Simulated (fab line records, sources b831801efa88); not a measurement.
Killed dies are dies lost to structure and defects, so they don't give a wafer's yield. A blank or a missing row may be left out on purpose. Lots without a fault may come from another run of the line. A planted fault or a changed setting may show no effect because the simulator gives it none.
Which tool did it? | flow sky130 | 24 lots, 72 wafers sampled, at 6 steps of a route of 708

WHAT THE GAUGES READ, wafer by wafer
SKY_VIA1_OVL_MEAS_13. Usual: VIA1_OVL -4 nm, standard deviation 4.6.
lot  | measured     | on         | VIA1_OVL (nm) | flag
L074 | day 34 23:52 | overlay-01 | -9 -3 -7      |
L075 | day 35 05:02 | overlay-01 | -1 -8 -8      |
L076 | day 35 23:26 | overlay-01 | -4 1 -7       |
L077 | day 36 15:11 | overlay-02 | -4 -3 9       |
L078 | day 36 21:41 | overlay-02 | -4 -3 -5      |
L079 | day 37 03:34 | overlay-02 | -12 -13 -7    |
L080 | day 37 10:22 | overlay-02 | -9 -17 -8     |
L081 | day 37 18:01 | overlay-01 | -4 -10 -5     |
L082 | day 37 23:40 | overlay-02 | -1 0 1        |
L083 | day 38 12:25 | overlay-01 | -11 -7 -3     |
L084 | day 38 18:04 | overlay-01 | -1 -2 0       |
L085 | day 39 07:58 | overlay-02 | 3 2 -4        |
L086 | day 39 10:13 | overlay-02 | -7 -4 -10     |
L087 | day 39 22:02 | overlay-02 | 0 -4 -3       |
L088 | day 40 03:10 | overlay-01 | 1 -3 3        |
L089 | day 40 07:49 | overlay-01 | 0 -2 -9       |
L090 | day 40 21:25 | overlay-02 | -6 -7 -10     |
L091 | day 41 10:04 | overlay-02 | -7 7 -8       |
L093 | day 41 18:07 | overlay-01 | -7 -7 -5      |
L092 | day 41 19:55 | overlay-02 | -3 -6 -1      |
L094 | day 42 00:34 | overlay-02 | 5 -7 -2       |
L095 | day 42 08:43 | overlay-01 | -10 -1 -2     |
L096 | day 42 14:04 | overlay-01 | -13 -12 -6    |
L097 | day 42 18:31 | overlay-02 | 7 -4 -1       |

SKY_VIA3_BOW_MEAS_03. Usual: VIA3_BOW 80 um, standard deviation 7.7.
lot  | measured     | on            | VIA3_BOW (um) | flag
L074 | day 40 02:13 | film_metro-04 | 79 82 82      |
L075 | day 40 06:29 | film_metro-01 | 73 89 80      |
L076 | day 41 03:26 | film_metro-04 | 67 80 89      |
L077 | day 41 16:05 | film_metro-04 | 78 85 89      |
L078 | day 41 22:40 | film_metro-04 | 86 74 83      |
L079 | day 42 04:12 | film_metro-04 | 79 92 79      |
L080 | day 42 08:52 | film_metro-04 | 92 84 76      |
L081 | day 42 16:42 | film_metro-02 | 83 80 71      |
L082 | day 42 19:39 | film_metro-01 | 67 63 79      |
L083 | day 43 07:30 | film_metro-02 | 61 82 69      |
L084 | day 43 10:58 | film_metro-02 | 89 80 85      |
L085 | day 43 22:58 | film_metro-02 | 75 79 68      |
L086 | day 43 23:35 | film_metro-02 | 87 72 82      |
L087 | day 44 09:59 | film_metro-02 | 82 91 71      |
L088 | day 44 13:53 | film_metro-04 | 86 76 70      |
L089 | day 44 19:23 | film_metro-02 | 83 81 84      |
L090 | day 45 05:18 | film_metro-04 | 83 80 78      |
L091 | day 45 16:29 | film_metro-02 | 80 83 77      |
L093 | day 45 22:48 | film_metro-01 | 102 77 88     |
L092 | day 46 02:04 | film_metro-02 | 74 79 72      |
L094 | day 46 05:34 | film_metro-01 | 80 90 77      |
L095 | day 46 13:44 | film_metro-04 | 80 79 83      |
L096 | day 46 16:50 | film_metro-04 | 77 78 87      |
L097 | day 46 20:36 | film_metro-02 | 80 94 87      |

SKY_VIA3_OVL_MEAS_13. Usual: VIA3_OVL -4 nm, standard deviation 5.5.
lot  | measured     | on         | VIA3_OVL (nm) | flag
L074 | day 41 06:10 | overlay-01 | -9 2 -5       |
L075 | day 41 10:25 | overlay-02 | -2 -3 -4      |
L076 | day 42 05:38 | overlay-02 | 1 3 -3        |
L077 | day 42 17:17 | overlay-02 | -10 -10 -10   |
L078 | day 42 23:17 | overlay-02 | -11 -5 -12    |
L079 | day 43 04:49 | overlay-02 | -5 -11 -3     |
L080 | day 43 08:46 | overlay-01 | -1 -5 0       |
L081 | day 43 17:25 | overlay-02 | -12 -13 -12   |
L082 | day 43 19:49 | overlay-01 | -4 -9 -10     |
L083 | day 44 07:16 | overlay-02 | 0 -3 -1       |
L084 | day 44 10:07 | overlay-02 | -4 -5 -9      |
L085 | day 44 21:52 | overlay-01 | 6 5 3         |
L086 | day 44 22:58 | overlay-02 | -3 -6 -1      |
L087 | day 45 08:59 | overlay-02 | -3 4 -2       |
L088 | day 45 13:10 | overlay-01 | -2 0 7        |
L089 | day 45 18:34 | overlay-02 | 10 7 6        |
L090 | day 46 04:28 | overlay-01 | -7 -11 -7     |
L091 | day 46 14:19 | overlay-01 | -5 -8 -4      |
L093 | day 46 20:34 | overlay-02 | -1 2 -6       |
L092 | day 46 23:40 | overlay-01 | -8 -2 -4      |
L094 | day 47 03:52 | overlay-02 | -8 -10 -5     |
L095 | day 47 11:01 | overlay-01 | 1 0 0         |
L096 | day 47 14:16 | overlay-01 | -11 1 -9      |
L097 | day 47 18:02 | overlay-01 | -13 -3 -5     |

WHICH TOOL RAN EACH LOT (tool, then ch and the chambers of the sampled wafers, then the start)
lot  | SKY_METAL2_SPUTTER_02        | SKY_METAL2_METAL_ETCH_19          | SKY_METAL3_STRIP_19
L074 | pvd_sputter-02, day 35 01:18 | rie_metal-01 ch 1, day 36 06:50   | plasma_asher-01 ch 0,1, day 40 01:02
L075 | pvd_sputter-02, day 35 06:25 | rie_metal-01 ch 0,1, day 36 11:23 | plasma_asher-03 ch 0,1, day 40 05:20
L076 | pvd_sputter-03, day 36 00:53 | rie_metal-01 ch 0,1, day 37 06:46 | plasma_asher-03 ch 0,1, day 41 02:16
L077 | pvd_sputter-04, day 36 16:34 | rie_metal-01 ch 0,1, day 37 21:37 | plasma_asher-03 ch 0,1, day 41 14:58
L078 | pvd_sputter-03, day 36 23:04 | rie_metal-04 ch 0,1, day 38 04:40 | plasma_asher-03 ch 0,1, day 41 21:31
L079 | pvd_sputter-03, day 37 04:58 | rie_metal-01 ch 0,1, day 38 10:20 | plasma_asher-03 ch 0,1, day 42 03:02
L080 | pvd_sputter-03, day 37 12:18 | rie_metal-01 ch 0,1, day 38 17:41 | plasma_asher-01 ch 0,1, day 42 07:44
L081 | pvd_sputter-02, day 37 19:25 | rie_metal-03 ch 0,1, day 39 01:05 | plasma_asher-04 ch 0,1, day 42 15:35
L082 | pvd_sputter-03, day 38 01:05 | rie_metal-01 ch 0,1, day 39 06:41 | plasma_asher-03 ch 0,1, day 42 18:32
L083 | pvd_sputter-03, day 38 13:59 | rie_metal-03 ch 0,1, day 39 19:59 | plasma_asher-03 ch 0,1, day 43 06:23
L084 | pvd_sputter-04, day 38 19:28 | rie_metal-03 ch 0,1, day 40 00:23 | plasma_asher-01 ch 0,1, day 43 09:29
L085 | pvd_sputter-02, day 39 09:24 | rie_metal-01 ch 0,1, day 40 14:35 | plasma_asher-01 ch 0,1, day 43 21:48
L086 | pvd_sputter-02, day 39 11:37 | rie_metal-01 ch 0,1, day 40 16:29 | plasma_asher-01 ch 0,1, day 43 22:26
L087 | pvd_sputter-04, day 39 23:25 | rie_metal-03 ch 0,1, day 41 03:19 | plasma_asher-04 ch 0,1, day 44 08:49
L088 | pvd_sputter-02, day 40 04:40 | rie_metal-03 ch 0,1, day 41 08:44 | plasma_asher-04 ch 0,1, day 44 12:44
L089 | pvd_sputter-03, day 40 09:16 | rie_metal-03 ch 0,1, day 41 13:02 | plasma_asher-04 ch 0,1, day 44 18:11
L090 | pvd_sputter-04, day 40 22:49 | rie_metal-04 ch 0,1, day 42 02:05 | plasma_asher-03 ch 0,1, day 45 04:11
L091 | pvd_sputter-04, day 41 11:28 | rie_metal-04 ch 0,1, day 42 13:17 | plasma_asher-04 ch 0,1, day 45 15:19
L093 | pvd_sputter-03, day 41 19:31 | rie_metal-01 ch 0,1, day 42 20:35 | plasma_asher-04 ch 0,1, day 45 21:38
L092 | pvd_sputter-03, day 41 21:19 | rie_metal-01 ch 0,1, day 42 21:50 | plasma_asher-01 ch 1, day 46 00:53
L094 | pvd_sputter-02, day 42 01:58 | rie_metal-04 ch 0,1, day 43 02:20 | plasma_asher-03 ch 0,1, day 46 04:26
L095 | pvd_sputter-04, day 42 10:13 | rie_metal-01 ch 0,1, day 43 10:29 | plasma_asher-03 ch 0,1, day 46 12:32
L096 | pvd_sputter-02, day 42 15:28 | rie_metal-04 ch 0,1, day 43 15:23 | plasma_asher-04 ch 0,1, day 46 15:41
L097 | pvd_sputter-03, day 42 19:55 | rie_metal-04 ch 0,1, day 43 20:11 | plasma_asher-01 ch 1, day 46 19:29
- SKY_METAL2_SPUTTER_02: material AlCu, target thk 250 nm, time 12.89 s.
- SKY_METAL2_METAL_ETCH_19: etches the open film in Cl2/BCl3, stops on SiO2, target depth 360 nm, time 78 s.
- SKY_METAL3_STRIP_19: strips in O2/N2.

WHAT THE TOOLS THEMSELVES READ (means of the sampled wafers that have a number; where no wafer has one, the mark that the record gives instead)
SKY_METAL2_SPUTTER_02. Usual: cathode_dc_power_W 10600 W, standard deviation 2; throttle_valve_pct 30.3 %, standard deviation 1.2.
lot  | tool           | cathode_dc_power_W (W) | throttle_valve_pct (%) | flag
L074 | pvd_sputter-02 | 10599                  | 30.3                   |
L075 | pvd_sputter-02 | 10600                  | 31.4                   |
L076 | pvd_sputter-03 | 10599                  | 29.7                   |
L077 | pvd_sputter-04 | 10599                  | 30.1                   |
L078 | pvd_sputter-03 | 10600                  | 30.6                   |
L079 | pvd_sputter-03 | 10601                  | 29.7                   |
L080 | pvd_sputter-03 | 10600                  | 30.6                   |
L081 | pvd_sputter-02 | 10601                  | 31.9                   |
L082 | pvd_sputter-03 | 10602                  | 30.7                   |
L083 | pvd_sputter-03 | 10601                  | 30.3                   |
L084 | pvd_sputter-04 | 10601                  | 30.1                   |
L085 | pvd_sputter-02 | 10599                  | 30.8                   |
L086 | pvd_sputter-02 | 10600                  | 30.9                   |
L087 | pvd_sputter-04 | 10598                  | 30.5                   |
L088 | pvd_sputter-02 | 10600                  | 31.8                   |
L089 | pvd_sputter-03 | 10600                  | 29.9                   |
L090 | pvd_sputter-04 | 10600                  | 30.7                   |
L091 | pvd_sputter-04 | 10603                  | 29.9                   |
L093 | pvd_sputter-03 | 10601                  | 30.5                   |
L092 | pvd_sputter-03 | 10599                  | 28.5                   |
L094 | pvd_sputter-02 | 10599                  | 30.7                   |
L095 | pvd_sputter-04 | 10600                  | 29.8                   |
L096 | pvd_sputter-02 | 10600                  | 30.7                   |
L097 | pvd_sputter-03 | 10599                  | 29.5                   |

SKY_METAL2_METAL_ETCH_19. Usual: chamber_pressure_mTorr 10.000 mTorr, standard deviation 0.0096; drypump_motor_current_A 5.9 A, standard deviation 0.45; oes_product_au 0.851 a.u., standard deviation 0.011; throttle_valve_pct 22.265 %, standard deviation 0.0098.
lot  | tool         | chamber_pressure_mTorr (mTorr) | drypump_motor_current_A (A) | oes_product_au (a.u.) | throttle_valve_pct (%) | flag
L074 | rie_metal-01 | 10.005                         | 6.1                         | 0.861                 | 22.260                 |
L075 | rie_metal-01 | 9.989                          | 5.8                         | 0.851                 | 22.261                 |
L076 | rie_metal-01 | 9.996                          | 5.8                         | 0.841                 | 22.266                 |
L077 | rie_metal-01 | 10.000                         | 5.8                         | 0.845                 | 22.265                 |
L078 | rie_metal-04 | 9.994                          | 5.9                         | 0.858                 | 22.255                 |
L079 | rie_metal-01 | 9.995                          | 5.8                         | 0.853                 | 22.272                 |
L080 | rie_metal-01 | 9.997                          | 5.8                         | 0.842                 | 22.266                 |
L081 | rie_metal-03 | 9.999                          | 6.4                         | 0.845                 | 22.251                 |
L082 | rie_metal-01 | 9.998                          | 5.5                         | 0.854                 | 22.259                 |
L083 | rie_metal-03 | 10.001                         | 6.4                         | 0.860                 | 22.265                 |
L084 | rie_metal-03 | 10.008                         | 6.1                         | 0.845                 | 22.278                 |
L085 | rie_metal-01 | 9.995                          | 5.8                         | 0.849                 | 22.269                 |
L086 | rie_metal-01 | 9.998                          | 5.8                         | 0.858                 | 22.274                 |
L087 | rie_metal-03 | 10.007                         | 6.4                         | 0.845                 | 22.263                 |
L088 | rie_metal-03 | 10.003                         | 6.1                         | 0.867                 | 22.262                 |
L089 | rie_metal-03 | 9.996                          | 6.4                         | 0.846                 | 22.266                 |
L090 | rie_metal-04 | 9.999                          | 6.0                         | 0.845                 | 22.257                 |
L091 | rie_metal-04 | 10.010                         | 5.9                         | 0.842                 | 22.282                 |
L093 | rie_metal-01 | 10.009                         | 5.8                         | 0.847                 | 22.261                 |
L092 | rie_metal-01 | 10.002                         | 5.8                         | 0.861                 | 22.256                 |
L094 | rie_metal-04 | 10.010                         | 6.0                         | 0.851                 | 22.260                 |
L095 | rie_metal-01 | 10.003                         | 5.5                         | 0.851                 | 22.263                 |
L096 | rie_metal-04 | 9.997                          | 6.0                         | 0.854                 | 22.258                 |
L097 | rie_metal-04 | 9.997                          | 5.9                         | 0.849                 | 22.269                 |

SKY_METAL3_STRIP_19. Usual: chamber_pressure_mTorr 1500.0 mTorr, standard deviation 1.3; drypump_motor_current_A 5.9 A, standard deviation 0.55; oes_product_au 0.501 a.u., standard deviation 0.0056; strip_time_to_endpoint_s 6.51 s, standard deviation 0.086.
lot  | tool            | chamber_pressure_mTorr (mTorr) | drypump_motor_current_A (A) | oes_product_au (a.u.) | strip_time_to_endpoint_s (s) | flag
L074 | plasma_asher-01 | 1500.0                         | 5.9                         | 0.496                 | 6.48                         |
L075 | plasma_asher-03 | 1501.6                         | 5.6                         | 0.501                 | 6.44                         |
L076 | plasma_asher-03 | 1500.3                         | 5.6                         | 0.503                 | 6.50                         |
L077 | plasma_asher-03 | 1500.1                         | 5.6                         | 0.504                 | 6.48                         |
L078 | plasma_asher-03 | 1499.4                         | 5.5                         | 0.506                 | 6.61                         |
L079 | plasma_asher-03 | 1500.0                         | 5.5                         | 0.497                 | 6.51                         |
L080 | plasma_asher-01 | 1500.1                         | 5.9                         | 0.505                 | 6.60                         |
L081 | plasma_asher-04 | 1500.5                         | 5.8                         | 0.502                 | 6.60                         |
L082 | plasma_asher-03 | 1500.9                         | 6.1                         | 0.507                 | 6.55                         |
L083 | plasma_asher-03 | 1500.4                         | 5.6                         | 0.500                 | 6.44                         |
L084 | plasma_asher-01 | 1500.7                         | 6.0                         | 0.504                 | 6.63                         |
L085 | plasma_asher-01 | 1501.5                         | 5.9                         | 0.498                 | 6.49                         |
L086 | plasma_asher-01 | 1500.4                         | 5.9                         | 0.503                 | 6.62                         |
L087 | plasma_asher-04 | 1500.1                         | 5.9                         | 0.504                 | 6.53                         |
L088 | plasma_asher-04 | 1500.3                         | 5.9                         | 0.493                 | 6.39                         |
L089 | plasma_asher-04 | 1499.0                         | 5.8                         | 0.497                 | 6.43                         |
L090 | plasma_asher-03 | 1501.3                         | 5.5                         | 0.502                 | 6.47                         |
L091 | plasma_asher-04 | 1500.6                         | 5.8                         | 0.500                 | 6.50                         |
L093 | plasma_asher-04 | 1499.2                         | 5.8                         | 0.497                 | 6.52                         |
L092 | plasma_asher-01 | 1500.8                         | 6.0                         | 0.494                 | 6.43                         |
L094 | plasma_asher-03 | 1499.8                         | 6.1                         | 0.497                 | 6.51                         |
L095 | plasma_asher-03 | 1501.3                         | 6.1                         | 0.503                 | 6.55                         |
L096 | plasma_asher-04 | 1499.0                         | 5.8                         | 0.507                 | 6.59                         |
L097 | plasma_asher-01 | 1500.0                         | 6.0                         | 0.499                 | 6.42                         |

THE ANSWER, worked out from the rows above alone
Rule: a lot is off if the mean of its wafers that have a number lies more than 3 standard deviations from the usual mean. A lot without any number at a reading at which 4 lots or more have one is off too. The other lots that the step has rows for count as sound. The gauges are gone through in route order, then the tools' own readings, and for those a lot's mean is taken as printed above. The first step at which some lot is off is used, and at that step the reading that is off furthest; a lot without a number counts as furthest.
No lot is off at any reading shown: from this, nothing can be told.

WHAT THE SIMULATOR HAD PUT IN
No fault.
